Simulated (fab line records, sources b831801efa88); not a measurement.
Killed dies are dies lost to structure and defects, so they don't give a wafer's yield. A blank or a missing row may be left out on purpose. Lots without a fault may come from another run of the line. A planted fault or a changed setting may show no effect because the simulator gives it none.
Chamber matching | flow sky130 | SKY_VIA3_ETCH_15 on rie_diel-01: 3 sister chambers
The step etches SiO2 in C4F8/O2/Ar, stops on TiN, target depth 507 nm, time 78 s. 14 wafers are shown with their chamber, then 6 later ones without.

WAFERS WITH THEIR CHAMBER
wafer  | chamber | run_length_s (s) | rf_fwd_power_W (W) | bias_w (W)
L731.4 | 2       | 105.4            | 1499               | 1200
L731.5 | 2       | 105.4            | 1500               | 1204
L731.6 | 1       | 106.6            | 1477               | 1201
L741.2 | 1       | 106.6            | 1482               | 1191
L741.3 | 2       | 105.4            | 1488               | 1198
L741.6 | 2       | 105.9            | 1500               | 1199
L743.3 | 3       | 106.4            | 1493               | 1198
L743.5 | 3       | 106.2            | 1499               | 1201
L743.6 | 2       | 105.4            | 1497               | 1202
L744.3 | 2       | 106.0            | 1494               | 1201
L744.4 | 3       | 106.0            | 1492               | 1200
L744.6 | 2       | 105.4            | 1491               | 1199
L745.2 | 3       | 106.1            | 1500               | 1198
L745.4 | 3       | 105.7            | 1499               | 1200

SIGNATURES (means of the wafers above)
reading        | chamber 1 | chamber 2 | chamber 3 | scatter within a chamber
run_length_s   | 106.600   | 105.557   | 106.080   | 0.253
rf_fwd_power_W | 1479.50   | 1495.57   | 1496.60   | 4.3
bias_w         | 1196.00   | 1200.43   | 1199.40   | 2.75
Rule: a wafer's distance from a chamber is the root of the sum, over the readings, of the square of ((its reading less the chamber's mean) divided by the reading's scatter). The wafer belongs to the nearest chamber; if the next one is less than 2 further off, it can't be placed. The scatter: the root of (the sum of the squares of (reading less its chamber's mean) over the shown wafers, divided by (wafers less chambers)).

WAFERS WITHOUT THEIR CHAMBER
wafer  | run_length_s (s) | rf_fwd_power_W (W) | bias_w (W)
L745.5 | 105.6            | 1490               | 1195
L746.2 | 106.0            | 1494               | 1201
L746.3 | 105.6            | 1487               | 1202
L746.5 | 106.5            | 1481               | 1203
L751.1 | 106.4            | 1492               | 1196
L751.2 | 105.8            | 1494               | 1198

WHICH CHAMBER EACH WENT THROUGH
wafer  | from the rows above          | in truth
L745.5 | can't be placed: 2 or 3      | 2
L746.2 | can't be placed: 3 or 2      | 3
L746.3 | can't be placed: 2 or 3      | 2
L746.5 | can't be placed: 1 or 3      | 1
L751.1 | can't be placed: 3 or 1 or 2 | 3
L751.2 | can't be placed: 2 or 3      | 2
Placed correctly: 0 of 6. Can't be placed from these rows: 6 (the true chamber is among the candidates in 6). Placed wrongly: 0.
